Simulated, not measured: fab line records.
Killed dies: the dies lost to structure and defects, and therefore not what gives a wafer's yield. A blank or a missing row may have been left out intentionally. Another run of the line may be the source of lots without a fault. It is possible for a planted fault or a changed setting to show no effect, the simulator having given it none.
8D (eight disciplines) problem report, filled in by code -- flow gf180mcu -- the parts of the form that need people (team, actions taken, sign-off) are left out

## 1. WHAT WENT WRONG
At GF_MIM_METAL_ETCH_19, oes-product-au averages 0.883 a.u. over 2 wafers from 2 lots, while fault-free wafers read 0.943 a.u., standard deviation 0.0057. Relative to the usual mean, that is a shift of -11 standard deviations.
The step: etches the open film in Cl2/BCl3, stops on Si3N4, target depth 324.5 nm, time 54.1 s.
Earliest sighting: wafer L441.1 on rie-metal-04 at day 27 08:43. The record holds 33 wafers of 11 lots with a number at this step. By rule, "out" or "out of limits" means more than 4 standard deviations away from the usual mean. The other wafers with a number count as sound.

## 2. WHAT IT IS, AND WHAT IT ISN'T
question,is,is not
which readings at this step,"oes-product-au, throttle-valve-pct","bcl3-flow-sccm, bias-w, drypump-motor-current-A, rf-fwd-power-W"
which lots,"L441, L443","L436, L438, L439, L440, L444, L447, L453, L455, L459"
which wafers of those lots,"L441.1, L443.3","L441.3, L441.4, L443.2, L443.6"
read on which tools,rie-metal-04,"rie-metal-02, rie-metal-03"
when,from day 27 08:43,"up to then (14 sound wafers); but 17 sound wafers of L443, L444, L447, L453, L455, L459 came after"

## 3. THE SUSPECTS, EACH WITH WHAT RULES IT OUT
Counting: a tool at a process step up to the reading stays a suspect if it ran every lot that is out. Sound lots after the first of them don't rule it out here, since some wafers of a struck lot are sound.
- pvd-sputter-01 at GF_MIM_SPUTTER_03 (material Ti, target thk 10 nm, time 6.7 s): kept. It ran every lot that is out, first L441 (day 26 12:11).
- pvd-sputter-02 at GF_MIM_SPUTTER_07 (material TiN, target thk 60 nm, time 50 s): kept. Every lot that is out went through it, the first being L441 (day 26 12:21); the last sound lot it ran before that was L439 (day 25 19:20).
- rie-metal-04 at GF_MIM_METAL_ETCH_19 (etches the open film in Cl2/BCl3, stops on Si3N4, target depth 324.5 nm, time 54.1 s): kept. Every lot that is out went through it, the first being L441 (day 27 08:43); the last sound lot it ran before that was L440 (day 26 23:01). On those wafers its own readings are out: oes-product-au, throttle-valve-pct.
Left after counting: pvd-sputter-01 at GF_MIM_SPUTTER_03, pvd-sputter-02 at GF_MIM_SPUTTER_07, rie-metal-04 at GF_MIM_METAL_ETCH_19.

## 4. THE CAUSE (what the simulator had put in)
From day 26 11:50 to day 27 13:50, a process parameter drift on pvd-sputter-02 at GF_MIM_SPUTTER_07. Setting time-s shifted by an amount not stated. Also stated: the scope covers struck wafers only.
3 suspects survive the count, and this tool is in that group.

## 5. THE CHAIN OF EFFECTS, in route order
Rows list readings where the struck wafers' mean (over those with a number) sits beyond 3 standard deviations from the usual. Only readings for which the record gives a usual standard deviation are gone through. hours: the time from each lot's start at the first step in this table that gives one to its start at this step, as a median over the lots. sigmas: the change in usual standard deviations.
hours,step,reading,usual,on struck wafers,change,sigmas
0,GF_MIM_METAL_ETCH_19,oes-product-au,0.943 a.u.,0.883,-0.060,-11
0,GF_MIM_METAL_ETCH_19,throttle-valve-pct,28.281 %,28.352,+0.071,+7.1
The process steps in it:
- GF_MIM_METAL_ETCH_19: etches the open film in Cl2/BCl3, stops on Si3N4, target depth 324.5 nm, time 54.1 s.
At these later measuring or inspecting steps, every struck wafer for which the step has a row has a number for every such reading, and none has moved that far: GF_M5_CD_MEAS_07.

## 6. HOW IT WOULD HAVE BEEN CAUGHT EARLIER
The fault began at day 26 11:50; the first out-of-limits reading in this record came at day 27 08:43, 21 hours later.
Tool readings at GF_MIM_SPUTTER_07 with a usual standard deviation given in the record: none out on any struck wafer, hence no alarm at a limit of 4 standard deviations on them.
By day 27 08:43, every lot that is out (2) had started GF_MIM_SPUTTER_07 on pvd-sputter-02. Had the tool been put on hold then, not one of them would have been saved.
